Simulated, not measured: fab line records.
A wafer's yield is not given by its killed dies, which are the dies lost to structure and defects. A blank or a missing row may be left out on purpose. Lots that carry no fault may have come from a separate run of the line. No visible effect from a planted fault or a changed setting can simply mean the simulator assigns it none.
What tool caused it? -- flow gf180mcu -- Sampling: 24 lots, 72 wafers, 6 of 602 route steps

## WHAT EACH GAUGE READ, for each wafer
GF_CONTACT_OVL_MEAS_15.
lot,measured,on,CONTACT_OVL (nm)
L074,day 16 08:05,overlay-02,-5 -1 5
L075,day 16 14:02,overlay-01,-3 -8 -5
L076,day 17 01:47,overlay-02,10 8 2
L077,day 17 04:50,overlay-02,5 0 -6
L079,day 17 23:41,overlay-02,5 -10 4
L078,day 18 03:26,overlay-02,-3 2 9
L080,day 18 08:20,overlay-02,0 0 -2
L081,day 18 17:50,overlay-02,4 8 6
L082,day 19 01:25,overlay-01,3 8 2
L083,day 19 19:19,overlay-02,5 -2 5
L084,day 20 03:28,overlay-01,0 -1 -5
L085,day 20 12:34,overlay-02,3 7 14
L086,day 20 15:08,overlay-02,3 -1 3
L087,day 21 07:17,overlay-02,2 3 3
L088,day 21 16:02,overlay-02,-3 -9 -4
L089,day 22 01:22,overlay-02,5 9 8
L090,day 22 01:32,overlay-01,-2 -2 -3
L091,day 22 12:32,overlay-02,7 2 1
L092,day 22 20:33,overlay-01,6 1 12
L093,day 23 03:02,overlay-01,7 4 3
L094,day 23 15:17,overlay-01,-3 1 2
L095,day 23 16:26,overlay-01,12 4 7
L096,day 24 02:29,overlay-02,-3 2 4
L097,day 24 06:25,overlay-01,-2 -3 8

GF_V1_THK_MEAS_25: measures by xrf.
lot,measured,on,V1_W_THK (nm)
L074,day 18 09:59,film_metro-01,341 339 339
L075,day 18 16:09,film_metro-01,347 344 359
L076,day 19 05:40,film_metro-01,363 352 358
L077,day 19 07:42,film_metro-01,361 345 365
L079,day 20 04:59,film_metro-01,358 359 337
L078,day 20 08:40,film_metro-01,347 349 355
L080,day 20 13:09,film_metro-03,355 360 358
L081,day 20 21:55,film_metro-03,355 359 352
L082,day 21 05:58,film_metro-01,357 364 336
L083,day 21 23:50,film_metro-04,341 337 362
L084,day 22 06:34,film_metro-04,368 340 341
L085,day 22 15:58,film_metro-04,343 369 343
L086,day 22 18:59,film_metro-03,343 343 365
L087,day 23 09:49,film_metro-01,361 358 357
L088,day 23 18:23,film_metro-03,342 344 373
L089,day 24 03:07,film_metro-01,332 331 335
L090,day 24 03:47,film_metro-04,342 361 346
L091,day 24 14:34,film_metro-03,351 345 348
L092,day 24 21:54,film_metro-04,346 365 367
L093,day 25 03:34,film_metro-01,348 349 355
L094,day 25 16:26,film_metro-03,347 365 375
L095,day 25 16:46,film_metro-01,345 349 348
L096,day 26 01:53,film_metro-01,353 349 348
L097,day 26 04:59,film_metro-01,354 346 355

GF_M2_CD_MEAS_14: the cd target is 280 nm.
lot,measured,on,cd_nm (nm)
L074,day 19 10:58,cd_sem-01,282.6 282.7 283.7
L075,day 19 17:09,cd_sem-02,279.5 280.5 279.5
L076,day 20 06:34,cd_sem-02,280.0 279.7 279.5
L077,day 20 08:50,cd_sem-02,279.9 281.7 281.3
L079,day 21 06:05,cd_sem-01,279.2 279.7 278.8
L078,day 21 09:34,cd_sem-01,279.1 280.2 279.9
L080,day 21 13:56,cd_sem-01,282.0 280.9 280.7
L081,day 22 02:35,cd_sem-01,278.1 279.2 277.5
L082,day 22 05:46,cd_sem-02,282.6 282.9 280.5
L083,day 23 00:05,cd_sem-01,281.2 280.2 281.2
L084,day 23 06:02,cd_sem-01,280.6 279.7 279.1
L085,day 23 14:30,cd_sem-02,278.0 278.8 278.0
L086,day 23 18:13,cd_sem-02,280.0 280.6 280.2
L087,day 24 08:58,cd_sem-01,280.4 281.3 279.8
L088,day 24 17:34,cd_sem-02,277.7 278.2 278.8
L089,day 25 01:35,cd_sem-01,280.2 279.5 280.7
L090,day 25 02:42,cd_sem-01,279.9 279.4 278.9
L091,day 25 13:18,cd_sem-01,280.7 279.2 279.9
L092,day 25 20:13,cd_sem-01,279.4 280.2 279.8
L093,day 26 02:10,cd_sem-02,279.4 279.8 278.5
L094,day 26 13:34,cd_sem-02,281.4 282.3 281.9
L095,day 26 13:56,cd_sem-01,280.6 279.7 281.0
L096,day 26 23:05,cd_sem-01,281.5 281.8 281.2
L097,day 27 02:17,cd_sem-01,280.8 279.9 279.5

GF_V2_THK_MEAS_01.
lot,measured,on,V2_CVD_00_THK (nm)
L074,day 19 11:58,film_metro-03,615 607 611
L075,day 19 18:08,film_metro-04,593 606 610
L076,day 20 07:34,film_metro-02,594 610 601
L077,day 20 09:43,film_metro-03,599 592 609
L079,day 21 06:56,film_metro-02,596 604 604
L078,day 21 10:26,film_metro-03,607 612 615
L080,day 21 14:47,film_metro-02,599 610 594
L081,day 22 03:29,film_metro-02,598 600 607
L082,day 22 06:40,film_metro-03,607 606 613
L083,day 23 00:58,film_metro-03,601 600 608
L084,day 23 06:53,film_metro-02,602 601 605
L085,day 23 15:23,film_metro-03,609 598 606
L086,day 23 19:05,film_metro-04,596 608 600
L087,day 24 09:53,film_metro-04,603 600 603
L088,day 24 18:34,film_metro-02,612 601 592
L089,day 25 02:51,film_metro-04,587 608 601
L090,day 25 03:59,film_metro-03,607 606 600
L091,day 25 14:13,film_metro-04,593 595 614
L092,day 25 21:25,film_metro-04,588 602 584
L093,day 26 03:01,film_metro-03,612 599 611
L094,day 26 14:35,film_metro-02,613 622 620
L095,day 26 14:55,film_metro-02,607 590 589
L096,day 26 23:58,film_metro-03,585 603 589
L097,day 27 03:08,film_metro-04,595 588 588

## EACH LOT AND THE TOOL THAT RAN IT (in order: tool; ch and the chambers of the sampled wafers; start)
lot,GF_V1_SPUTTER_22,GF_M2_SPUTTER_00
L074,"pvd_sputter-01, day 18 09:35","pvd_sputter-02, day 18 10:20"
L075,"pvd_sputter-01, day 18 15:52","pvd_sputter-04, day 18 16:30"
L076,"pvd_sputter-01, day 19 05:22","pvd_sputter-03, day 19 06:00"
L077,"pvd_sputter-04, day 19 07:26","pvd_sputter-04, day 19 08:04"
L079,"pvd_sputter-02, day 20 04:41","pvd_sputter-02, day 20 05:19"
L078,"pvd_sputter-02, day 20 08:24","pvd_sputter-03, day 20 09:02"
L080,"pvd_sputter-01, day 20 12:52","pvd_sputter-04, day 20 13:30"
L081,"pvd_sputter-01, day 20 21:38","pvd_sputter-02, day 20 22:16"
L082,"pvd_sputter-02, day 21 05:41","pvd_sputter-03, day 21 06:19"
L083,"pvd_sputter-01, day 21 23:34","pvd_sputter-04, day 22 00:11"
L084,"pvd_sputter-04, day 22 06:17","pvd_sputter-02, day 22 06:55"
L085,"pvd_sputter-02, day 22 15:40","pvd_sputter-02, day 22 16:18"
L086,"pvd_sputter-02, day 22 18:43","pvd_sputter-03, day 22 19:20"
L087,"pvd_sputter-02, day 23 09:32","pvd_sputter-02, day 23 10:10"
L088,"pvd_sputter-01, day 23 18:07","pvd_sputter-04, day 23 18:45"
L089,"pvd_sputter-02, day 24 02:50","pvd_sputter-02, day 24 03:28"
L090,"pvd_sputter-04, day 24 03:31","pvd_sputter-04, day 24 04:08"
L091,"pvd_sputter-01, day 24 14:17","pvd_sputter-02, day 24 14:55"
L092,"pvd_sputter-02, day 24 21:37","pvd_sputter-04, day 24 22:46"
L093,"pvd_sputter-01, day 25 03:16","pvd_sputter-02, day 25 03:53"
L094,"pvd_sputter-02, day 25 16:10","pvd_sputter-03, day 25 16:47"
L095,"pvd_sputter-01, day 25 16:29","pvd_sputter-04, day 25 17:07"
L096,"pvd_sputter-02, day 26 01:36","pvd_sputter-02, day 26 02:14"
L097,"pvd_sputter-01, day 26 04:43","pvd_sputter-03, day 26 05:20"
- GF_V1_SPUTTER_22: material TiN, target thk 10 nm, time 40 s.
- GF_M2_SPUTTER_00: material Ti, target thk 37.5 nm, time 150 s.

## WHAT THE TOOLS THEMSELVES READ (means of the sampled wafers that have a number; where no wafer has one, the mark that the record gives instead)
GF_V1_SPUTTER_22.
lot,tool,throttle_valve_pct (%)
L074,pvd_sputter-01,29.9
L075,pvd_sputter-01,30.5
L076,pvd_sputter-01,30.3
L077,pvd_sputter-04,29.1
L079,pvd_sputter-02,29.2
L078,pvd_sputter-02,29.5
L080,pvd_sputter-01,30.1
L081,pvd_sputter-01,30.0
L082,pvd_sputter-02,29.0
L083,pvd_sputter-01,30.6
L084,pvd_sputter-04,29.8
L085,pvd_sputter-02,29.4
L086,pvd_sputter-02,29.2
L087,pvd_sputter-02,29.7
L088,pvd_sputter-01,30.4
L089,pvd_sputter-02,29.6
L090,pvd_sputter-04,29.8
L091,pvd_sputter-01,30.4
L092,pvd_sputter-02,29.2
L093,pvd_sputter-01,29.7
L094,pvd_sputter-02,29.7
L095,pvd_sputter-01,30.2
L096,pvd_sputter-02,29.7
L097,pvd_sputter-01,30.0

GF_M2_SPUTTER_00.
lot,tool,throttle_valve_pct (%)
L074,pvd_sputter-02,28.7
L075,pvd_sputter-04,29.4
L076,pvd_sputter-03,30.1
L077,pvd_sputter-04,29.3
L079,pvd_sputter-02,29.4
L078,pvd_sputter-03,29.8
L080,pvd_sputter-04,29.5
L081,pvd_sputter-02,28.8
L082,pvd_sputter-03,29.9
L083,pvd_sputter-04,29.4
L084,pvd_sputter-02,29.6
L085,pvd_sputter-02,30.3
L086,pvd_sputter-03,31.0
L087,pvd_sputter-02,30.0
L088,pvd_sputter-04,28.9
L089,pvd_sputter-02,29.4
L090,pvd_sputter-04,29.6
L091,pvd_sputter-02,28.9
L092,pvd_sputter-04,28.9
L093,pvd_sputter-02,29.3
L094,pvd_sputter-03,30.0
L095,pvd_sputter-04,29.0
L096,pvd_sputter-02,29.2
L097,pvd_sputter-03,29.5

## THE ANSWER, worked out from the rows above alone
Rule: what is usual is taken from the lots themselves. The widest of any qualifying gaps counts: lots, ordered by their means at a reading, are off when they make up no more than a third of the lots, leave a main group of 4 or more, and stand apart from it by 3 or more times the standard deviation of that group's means. A main group whose means are all the same, to the digits that the tables above print for the reading, isn't used. Also off: a lot with no number at a reading for which 4 or more lots have one. Where the step has rows for the other lots, those lots are counted as sound. After the gauges, taken in route order, come the tools' own readings; for these a lot's mean is taken, as printed above. At the first step where some lot is off, the reading lying furthest off is the one used; lots without a number count as furthest.
Nothing can be told from this: no lot is off at any reading shown.

## WHAT HAD BEEN PUT IN BY THE SIMULATOR
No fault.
